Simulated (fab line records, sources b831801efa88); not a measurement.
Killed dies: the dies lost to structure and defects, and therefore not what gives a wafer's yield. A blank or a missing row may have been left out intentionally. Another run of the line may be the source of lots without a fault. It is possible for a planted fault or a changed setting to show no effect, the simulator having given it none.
The tool behind it: which one?    flow sky130    21 wafers from 7 lots sampled at 2 of the route's 708 steps

WHAT THE GAUGES SHOWED, per wafer
SKY_NWELL_OVL_MEAS_10.
lot   measured      on          NWELL_00_OVL (nm)
L551  day 4 22:26   overlay-02  2.3 1.6 2.1
L554  day 5 12:56   overlay-01  3.5 3.3 2.9
L557  day 6 07:37   overlay-01  -0.6 -0.1 0.0
L565  day 8 07:43   overlay-01  - - -
L569  day 9 04:52   overlay-02  -0.4 0.8 0.2
L571  day 9 14:24   overlay-02  -0.2 -1.0 0.7
L573  day 10 06:55  overlay-02  -2.2 -2.5 -2.4

WHICH TOOL RAN EACH LOT (tool, then ch and the chambers of the sampled wafers, then the start)
lot   SKY_NWELL_COAT_05
L551  litho-track-01 ch 0, day 4 13:04
L554  litho-track-03 ch 0, day 5 03:44
L557  litho-track-04 ch 0, day 5 22:02
L565  litho-track-01, day 7 21:02
L569  litho-track-03 ch 0, day 8 17:40
L571  litho-track-03 ch 0, day 9 03:34
L573  litho-track-04 ch 0, day 9 19:25
- SKY_NWELL_COAT_05: resist thk 3000 nm.

THE ANSWER, worked out from the rows above alone
Rule: what is usual is taken from the lots themselves. The widest of any qualifying gaps counts: lots, ordered by their means at a reading, are off when they make up no more than a third of the lots, leave a main group of 4 or more, and stand apart from it by 3 or more times the standard deviation of that group's means. A main group whose means are all the same, to the digits that the tables above print for the reading, isn't used. Also off: a lot with no number at a reading for which 4 or more lots have one. All remaining lots with rows at the step are treated as sound.
Off: at SKY_NWELL_OVL_MEAS_10 (NWELL_00_OVL), L565. Without a number there: L565. Main group: mean 0.4 nm, sd 1.8.
A tool fits if, at a process step before that reading, it ran every lot that is off, and no sound lot after the first of them. Gauges at SKY_NWELL_OVL_MEAS_10: tried the same way as those tools. Undecided on this evidence; 2 tools fit (litho-track-01 at SKY_NWELL_COAT_05, overlay-01 at SKY_NWELL_OVL_MEAS_10).

WHAT HAD BEEN PUT IN BY THE SIMULATOR
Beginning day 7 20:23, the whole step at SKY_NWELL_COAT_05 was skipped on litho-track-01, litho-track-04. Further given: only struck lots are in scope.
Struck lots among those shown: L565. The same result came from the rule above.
